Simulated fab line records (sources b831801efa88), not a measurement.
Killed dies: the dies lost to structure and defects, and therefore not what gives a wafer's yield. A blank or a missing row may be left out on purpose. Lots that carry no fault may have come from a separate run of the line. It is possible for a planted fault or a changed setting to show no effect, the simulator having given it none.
Code-filled problem report in 8D (eight disciplines) form / flow gf180mcu / the parts of the form that need people (team, actions taken, sign-off) are left out

== 1. PROBLEM STATEMENT ==
Across 6 wafers from 2 lots, HV_LDD_4_TW at GF_HV_LDD_TW_MEAS_50 averages 596, while fault-free wafers read 568 with a standard deviation of 4.8. That puts it +5.9 standard deviations away from the usual mean.
First observed at day 18 13:35: wafer L988.1, on filmMetro-04. The record has a number at this step for 39 wafers belonging to 13 lots. By rule, "out" or "out of limits" means more than 4 standard deviations away from the usual mean. The other wafers with a number count as sound.

== 2. WHAT IT IS, AND WHAT IT ISN'T ==
question=which readings at this step | is=HV_LDD_4_TW | is not=-
question=which lots | is=L988, L989 | is not=L970, L971, L972, L973, L974, L977, L978, L979, L983, L992, L993
question=which wafers of those lots | is=all that have a number | is not=-
question=read on which gauges | is=filmMetro-01, filmMetro-04 | is not=filmMetro-03
question=when | is=from day 18 13:35 | is not=up to then (27 sound wafers); but 6 sound wafers of L992, L993 came after

== 3. WHAT RULES OUT EACH SUSPECT ==
Counting: any tool at a process step up to the reading is kept as a suspect provided that every lot that is out went through it and no sound lot did after the first of them.
- the gauge at GF_HV_LDD_TW_MEAS_50 is ruled out. The wafers that are out were read on 2 gauges (filmMetro-01, filmMetro-04).
- implanter-02 at GF_HV_LDD_IMPLANT_48: kept. All lots that are out passed through it, beginning with L988 at day 18 13:20, and no sound lot followed; its final sound lot before that point was L978 at day 15 03:59. On those wafers its own readings are out: doseIonsCm2, faradayCurrentUA.
After counting, what remains is implanter-02 at GF_HV_LDD_IMPLANT_48.

== 4. THE CAUSE (what the simulator had put in) ==
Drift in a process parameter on implanter-02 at GF_HV_LDD_IMPLANT_48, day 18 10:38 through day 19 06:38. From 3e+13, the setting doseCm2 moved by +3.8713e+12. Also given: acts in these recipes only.
The count eliminated every tool but this one.

== 5. THE EFFECT CHAIN, in route order ==
Rows list readings where the struck wafers' mean (over those with a number) sits beyond 3 standard deviations from the usual. Only readings for which the record gives a usual standard deviation are gone through. hours: the time from each lot's start at the first step in this table that gives one to its start at this step, as a median over the lots. sigmas: the change in usual standard deviations.
hours=0; step=GF_HV_LDD_IMPLANT_48; reading=doseIonsCm2; usual=2.999e+13; on struck wafers=3.382e+13; change=+3.832e+12; sigmas=+99 or more
hours=0; step=GF_HV_LDD_IMPLANT_48; reading=faradayCurrentUA; usual=169; on struck wafers=191; change=+22; sigmas=+6.1
hours=0; step=GF_HV_LDD_TW_MEAS_50; reading=HV_LDD_4_TW; usual=568; on struck wafers=596; change=+28; sigmas=+5.9
The process steps in it:
- GF_HV_LDD_IMPLANT_48
Later measuring or inspecting steps at which every struck wafer that the step has a row for has a number for every such reading, and none has moved that far: GF_M4_THK_MEAS_06.

== 6. WHAT WOULD HAVE CAUGHT IT SOONER ==
Counted from the fault's start at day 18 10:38, it took 3 hours until the first out-of-limits reading at a measuring or inspecting step in this record, taken at day 18 13:35.
At GF_HV_LDD_IMPLANT_48, the tool's own readings (doseIonsCm2, faradayCurrentUA) were out on each struck wafer the step has a row for, so an alarm limit on them would have fired on the first such wafer.
L989, from the lots that are out (2), started GF_HV_LDD_IMPLANT_48 on implanter-02 later than day 18 13:35. A tool hold placed at that time would have kept it from harm.
